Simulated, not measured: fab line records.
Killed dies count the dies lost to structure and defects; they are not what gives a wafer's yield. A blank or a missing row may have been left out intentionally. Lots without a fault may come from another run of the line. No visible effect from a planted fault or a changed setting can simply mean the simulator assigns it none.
2 desks looking at one fault + flow gf180mcu + each desk holds nothing but its own numbers, with what lay behind them at the end

THE TOOL OWNER'S DESK: implanter-04
For each lot that ran on this tool, the mean over its sampled wafers that have a number, from the tool's own readings at GF_HV_LDD_IMPLANT_34. The brackets show how far a lot's mean lies from the usual mean; more than 4 standard deviations puts the lot out of limits, marked OUT.
Columns: A = dose_ions_cm2 at GF_HV_LDD_IMPLANT_34, usual 7.499e+12; B = faraday_current_uA at GF_HV_LDD_IMPLANT_34, usual 42.2
| lot  | first seen here | A                   | B               |
|------|-----------------|---------------------|-----------------|
| L955 | day 11 21:05    | 7.502e+12           | 42.0            |
| L961 | day 13 16:20    | 6.664e+12 (-98) OUT | 37.2 (-6.1) OUT |
| L964 | day 14 14:28    | 6.673e+12 (-97) OUT | 36.8 (-6.5) OUT |
This desk's verdict: out of limits on L961, L964, starting with L961 at day 13 16:20 (dose_ions_cm2 at GF_HV_LDD_IMPLANT_34). L955: within limits.

FROM THE METROLOGY DESK
What the gauges read for every lot (on any tool): the sampled wafers with a number, averaged. The brackets show how far a lot's mean lies from the usual mean; more than 4 standard deviations puts the lot out of limits, marked OUT.
Columns: A = HV_LDD_2_TW at GF_HV_LDD_TW_MEAS_23, usual 1050; B = cd_nm at GF_HV_LDD_CD_MEAS_31, usual 400.0 nm; C = HV_LDD_02_OVL at GF_HV_LDD_OVL_MEAS_32, usual -1.3 nm
| lot  | first seen here | A    | B     | C    |
|------|-----------------|------|-------|------|
| L954 | day 10 20:34    | 1051 | 400.3 | -1.0 |
| L955 | day 11 02:53    | 1055 | 400.6 | -4.6 |
| L961 | day 12 20:20    | 1041 | 401.4 | 0.5  |
| L964 | day 13 17:40    | 1041 | 398.4 | -2.2 |
| L968 | day 15 05:58    | 1036 | 400.4 | 0.7  |
| L977 | day 18 05:53    | 1036 | 398.8 | -1.2 |
Finding of this desk: none of the 6 lots has anything out of limits.

TAKEN TOGETHER
The tool owner's desk had the chance to raise an alarm at day 13 16:20 on L961, L964.
The metrology desk saw nothing out of limits.
The metrology desk has L961, L964 on record, within its limits.
Of the lots named, all ran GF_HV_LDD_IMPLANT_34 on implanter-04.

WHAT THE SIMULATOR HAD INSERTED
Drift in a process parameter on implanter-04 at GF_HV_LDD_IMPLANT_34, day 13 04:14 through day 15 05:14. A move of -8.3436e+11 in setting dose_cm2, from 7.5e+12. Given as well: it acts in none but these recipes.
Struck lots among those shown: L961, L964.
How many hours passed from the start of the fault until each desk's first out-of-limits reading: the tool owner's desk, 12.
